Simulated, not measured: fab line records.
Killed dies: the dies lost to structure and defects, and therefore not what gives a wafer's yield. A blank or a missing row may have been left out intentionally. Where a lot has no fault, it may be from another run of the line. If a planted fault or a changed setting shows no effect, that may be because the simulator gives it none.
8D (eight disciplines) problem report, filled in by code || flow gf180mcu || the parts of the form that need people (team, actions taken, sign-off) are left out

1. WHAT WENT WRONG
developer_temp_C at GF_VT_IMPLANT_DEVELOP_06 reads a mean of 22.06 C on 6 wafers of 2 lots; wafers without a fault read 23.00 C with a standard deviation of 0.12. That is -7.8 standard deviations from the usual mean.
The step: develop time 60 s.
Earliest sighting: wafer L334.2 on litho_track-01 at day 10 07:01. The record has a number at this step for 38 wafers belonging to 13 lots. The rule behind "out" and "out of limits": a value lying over 4 standard deviations away from the usual mean. Any other wafer with a number is counted as sound.

2. WHAT IT IS; WHAT IT IS NOT
{"question": "which readings at this step", "is": "developer_temp_C", "is not": "-"}
{"question": "which lots", "is": "L334, L337", "is not": "L318, L320, L321, L322, L324, L326, L328, L332, L335, L338, L339"}
{"question": "which wafers of those lots", "is": "all that have a number", "is not": "-"}
{"question": "read on which tools", "is": "litho_track-01", "is not": "litho_track-03, litho_track-04"}
{"question": "when", "is": "from day 10 07:01", "is not": "up to then (24 sound wafers); but 8 sound wafers of L335, L338, L339 came after"}

3. SUSPECTS, AND WHAT RULES EACH OUT
Counting: any tool at a process step up to the reading is kept as a suspect provided that every lot that is out went through it and no sound lot did after the first of them.
- litho_track-01 at GF_VT_IMPLANT_DEVELOP_06 (develop time 60 s): kept. It ran every lot that is out, first L334 (day 10 07:01), and no sound lot after that; its last sound lot up to then is L332 (day 9 19:25). Its own readings are out on those wafers: developer_temp_C.
Left after counting: litho_track-01 at GF_VT_IMPLANT_DEVELOP_06.

4. THE CAUSE (what the simulator had put in)
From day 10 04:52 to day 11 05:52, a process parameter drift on litho_track-01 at GF_VT_IMPLANT_DEVELOP_06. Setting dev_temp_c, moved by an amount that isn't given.
The count eliminated every tool but this one.

5. SEQUENCE OF EFFECTS, ordered by route
One row per reading whose mean, taken over the struck wafers that have a number, lies over 3 standard deviations from the usual. Only readings whose record carries a usual standard deviation are examined. hours: median over the lots of the time between each lot's start at the first step of this table that gives one and its start at this step. sigmas: the change, counted in usual standard deviations.
{"hours": 0, "step": "GF_VT_IMPLANT_DEVELOP_06", "reading": "developer_temp_C", "usual": "23.00 C", "on struck wafers": 22.06, "change": -0.94, "sigmas": -7.8}
Process steps it contains:
- GF_VT_IMPLANT_DEVELOP_06: develop time 60 s.

6. HOW IT WOULD HAVE BEEN CAUGHT EARLIER
In this record the first reading out of limits was taken at day 10 07:01, 2 hours after the fault began at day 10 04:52.
